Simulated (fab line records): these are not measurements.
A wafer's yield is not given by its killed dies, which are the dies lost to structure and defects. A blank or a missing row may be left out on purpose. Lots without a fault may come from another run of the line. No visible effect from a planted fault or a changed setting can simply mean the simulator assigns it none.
One fault seen from 2 desks | flow sky130 | each desk has only its own numbers; what lay behind them comes last

== DESK OF THE TOOL OWNER: lpcvd-02 ==
The tool's own readings at SKY_FIELD_ISO_CVD_03 (deposits Si3N4 from DCS/NH3, target thk 165 nm, time 2830 s): means of the sampled wafers that have a number, for each lot that ran on this tool. The brackets show how far a lot's mean lies from the usual mean; more than 4 standard deviations puts the lot out of limits, marked OUT.
Columns: A = spike tc centre C at SKY_FIELD_ISO_CVD_03, usual 771.0 C; B = spike tc upper C at SKY_FIELD_ISO_CVD_03, usual 769.0 C; C = susceptor temp C at SKY_FIELD_ISO_CVD_03, usual 769.9 C; D = zone power bottom pct at SKY_FIELD_ISO_CVD_03, usual 20.9 %; E = zone power centre pct at SKY_FIELD_ISO_CVD_03, usual 13.6 %; F = zone power top pct at SKY_FIELD_ISO_CVD_03, usual 26.3 %; G = zone power upper pct at SKY_FIELD_ISO_CVD_03, usual 12.7 %
lot  | first seen here | A     | B               | C     | D    | E               | F               | G
L317 | day 1 11:41     | 771.1 | 769.6           | 769.7 | 23.5 | 13.1            | 25.4            | 11.5
L318 | day 1 16:45     | 771.4 | 769.2           | 770.4 | 17.6 | 14.2            | 27.4            | 14.2
L319 | day 1 22:30     | 771.5 | 768.1           | 769.9 | 17.5 | 14.3            | 27.5            | 14.2
L321 | day 2 09:29     | 769.9 | 768.7           | 769.9 | 23.6 | 13.1            | 25.3            | 11.5
L323 | day 2 17:41     | 770.8 | 768.9           | 769.9 | 17.7 | 14.1            | 27.6            | 14.2
L324 | day 3 00:49     | 771.7 | 768.9           | 769.8 | 17.5 | 14.2            | 27.7            | 14.2
L325 | day 3 03:50     | 769.9 | 769.4           | 769.2 | 23.7 | 13.1            | 25.7            | 11.5
L326 | day 3 09:16     | 771.4 | 769.2           | 769.6 | 23.5 | 13.2            | 25.3            | 11.4
L328 | day 3 18:41     | 771.2 | 768.7           | 770.3 | 17.5 | 14.2            | 27.5            | 14.1
L333 | day 4 22:49     | 775.0 | 736.6 (-33) OUT | 769.9 | 23.7 | 17.2 (+6.8) OUT | 30.9 (+4.2) OUT | 3.2 (-6.8) OUT
L334 | day 5 00:42     | 775.2 | 736.7 (-33) OUT | 769.8 | 23.7 | 17.3 (+6.9) OUT | 30.4            | 3.2 (-6.8) OUT
L335 | day 5 05:52     | 774.2 | 736.7 (-33) OUT | 770.1 | 23.8 | 17.2 (+6.7) OUT | 30.8 (+4.1) OUT | 3.2 (-6.8) OUT
L338 | day 5 21:34     | 772.0 | 769.2           | 769.7 | 17.6 | 14.1            | 27.5            | 14.2
Finding of this desk: L333, L334, L335 out of limits; the first was L333 at day 4 22:49, on spike tc upper C at SKY_FIELD_ISO_CVD_03. Within limits: L317, L318, L319, L321, L323, L324, L325, L326, L328, L338.

== AT THE METROLOGY DESK ==
Lot by lot, what the gauges showed, no matter which tool ran the lot: averages of those sampled wafers that carry a number. The brackets show how far a lot's mean lies from the usual mean; more than 4 standard deviations puts the lot out of limits, marked OUT.
Columns: A = FIELD_ISO_CVD_03_THK at SKY_FIELD_ISO_THK_MEAS_04, usual 165.8 nm
lot  | first seen here | A
L317 | day 1 13:29     | 164.6
L318 | day 1 18:33     | 166.1
L319 | day 2 00:17     | 166.9
L321 | day 2 11:18     | 165.5
L323 | day 2 19:30     | 165.2
L324 | day 3 02:37     | 166.7
L325 | day 3 05:38     | 168.7
L326 | day 3 11:04     | 168.4
L328 | day 3 20:30     | 166.8
L333 | day 5 00:35     | 163.7
L334 | day 5 02:29     | 143.7 (-15) OUT
L335 | day 5 07:41     | 163.5
L338 | day 5 23:22     | 165.4
This desk's finding: out of limits on L334; first on L334, day 5 02:29 (FIELD_ISO_CVD_03_THK at SKY_FIELD_ISO_THK_MEAS_04). Within limits: L317, L318, L319, L321, L323, L324, L325, L326, L328, L333, L335, L338.

== PUT TOGETHER ==
On L333, L334, L335, at day 4 22:49, an alarm was possible from the tool owner's desk.
L334 would have let the metrology desk raise an alarm at day 5 02:29.
The metrology desk has L333, L335 on record, within its limits.
The lots listed all ran SKY_FIELD_ISO_CVD_03 on lpcvd-02.

== WHAT WAS PUT IN BY THE SIMULATOR ==
lpcvd-02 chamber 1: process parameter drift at SKY_FIELD_ISO_CVD_03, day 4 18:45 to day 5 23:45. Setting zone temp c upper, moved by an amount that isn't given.
Struck lots among those shown: L333, L334, L335.
Delay (hours) between the fault's onset and each desk's first out-of-limits reading: 4 at the tool owner's desk, 8 at the metrology desk.
